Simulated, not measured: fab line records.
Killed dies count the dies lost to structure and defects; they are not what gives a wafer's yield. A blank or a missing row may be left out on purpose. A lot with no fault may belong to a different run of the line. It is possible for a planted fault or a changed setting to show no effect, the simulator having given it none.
Problem report, 8D (eight disciplines) form, completed by code / flow sky130 / the parts of the form that need people (team, actions taken, sign-off) are left out

== 1. THE PROBLEM ==
VIA2_W_RS at SKY_VIA2_RS_MEAS_22 reads a mean of 0.2057 ohm/sq on 1 wafer of 1 lot; wafers without a fault read 0.2739 ohm/sq with a standard deviation of 0.0026. That is -26 standard deviations from the usual mean.
The step: measures by four-point-probe.
First observed at day 41 14:25: wafer L587.2, on filmMetro-02. At this step, 27 wafers from 9 lots have a number in the record. Rule for "out", or "out of limits": more than 4 standard deviations from the usual mean. All remaining wafers that have a number are taken as sound.

== 2. WHAT IT IS, AND WHAT IT ISN'T ==
question=which readings at this step | is=VIA2_W_RS | is not=-
question=which lots | is=L587 | is not=L569, L570, L572, L574, L576, L577, L579, L592
question=which wafers of those lots | is=L587.2 | is not=L587.1, L587.4
question=read on which gauges | is=filmMetro-02 | is not=filmMetro-01, filmMetro-03
question=when | is=from day 41 14:25 | is not=up to then (23 sound wafers); but 3 sound wafers of L592 came after

== 3. SUSPECTS, AND WHAT RULES EACH OUT ==
Counting: any tool at a process step up to the reading remains a suspect provided it ran every lot that is out. Sound lots after the first of them don't rule it out here, since some wafers of a struck lot are sound.
- ruled out: the gauge at SKY_VIA2_RS_MEAS_22. All the wafers that are out were read on filmMetro-02, but those of them that SKY_VIA2_CMP_24 has rows for are out there too, on other tools.
- plasmaAsher-04 at SKY_CONTACT_STRIP_19 (strips in O2/N2): kept. L587, the lot that is out, went through it at day 37 04:53; up to then, the latest sound lot through it was L579 at day 35 07:14.
- cmp-01 at SKY_CONTACT_CMP_27 (polishes, stops on SiO2, t overpolish 15 s, target thk 0 nm): kept. L587, the lot that is out, went through it at day 37 05:54; up to then, the latest sound lot through it was L579 at day 35 08:09.
- cvdW-01 at SKY_VIA2_CVD_21 (deposits W, target thk 420 nm, time 126.4 s): kept. L587, the lot that is out, went through it at day 41 14:17; up to then, the latest sound lot through it was L577 at day 38 23:04.
- Within cmp-01 at SKY_CONTACT_CMP_27: the wafers that are out ran in chamber 2; their sound lot-mates ran in chambers 0, 3.
- At SKY_VIA2_CVD_21 on cvdW-01, chamber 0 took the sound wafers of the same lots and chamber 1 took the wafers that are out.
After the count, these remain: plasmaAsher-04 at SKY_CONTACT_STRIP_19, cmp-01 at SKY_CONTACT_CMP_27 and cvdW-01 at SKY_VIA2_CVD_21.

== 4. THE CAUSE (what the simulator had put in) ==
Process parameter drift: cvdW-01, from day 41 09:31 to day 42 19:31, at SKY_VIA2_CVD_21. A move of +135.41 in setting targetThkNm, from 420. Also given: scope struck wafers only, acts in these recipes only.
This tool is one of the 3 suspects left after counting.

== 5. SEQUENCE OF EFFECTS, ordered by route ==
Each row: a reading where the mean over the struck wafers with a number is more than 3 standard deviations away from the usual. Only readings whose record carries a usual standard deviation are examined. hours: median over the lots of the time between each lot's start at the first step of this table that gives one and its start at this step. sigmas: the change, counted in usual standard deviations.
hours=0; step=SKY_VIA2_RS_MEAS_22; reading=VIA2_W_RS; usual=0.2739 ohm/sq; on struck wafers=0.2057; change=-0.0682; sigmas=-26
hours=0; step=SKY_VIA2_CMP_24; reading=timeToEndpointS; usual=100 s; on struck wafers=137; change=+37; sigmas=+10
Process steps it contains:
- SKY_VIA2_CMP_24: polishes, stops on SiO2, t overpolish 20 s, target thk 0 nm.
Readings that are blank on the struck wafers while sound wafers have them: VIA2_W_THK at SKY_VIA2_THK_MEAS_23.

== 6. WHAT WOULD HAVE CAUGHT IT SOONER ==
In this record the first reading out of limits at a measuring or inspecting step was taken at day 41 14:25, 5 hours after the fault began at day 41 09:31.
An alarm limit of 4 standard deviations would not have fired on the tool readings at SKY_VIA2_CVD_21 for which the record gives a usual standard deviation, since none of them was out on any struck wafer.
By day 41 14:25 the whole set of lots that are out, 1 in number, had already begun SKY_VIA2_CVD_21 on cvdW-01. Holding the tool at that point would not have protected any of them.
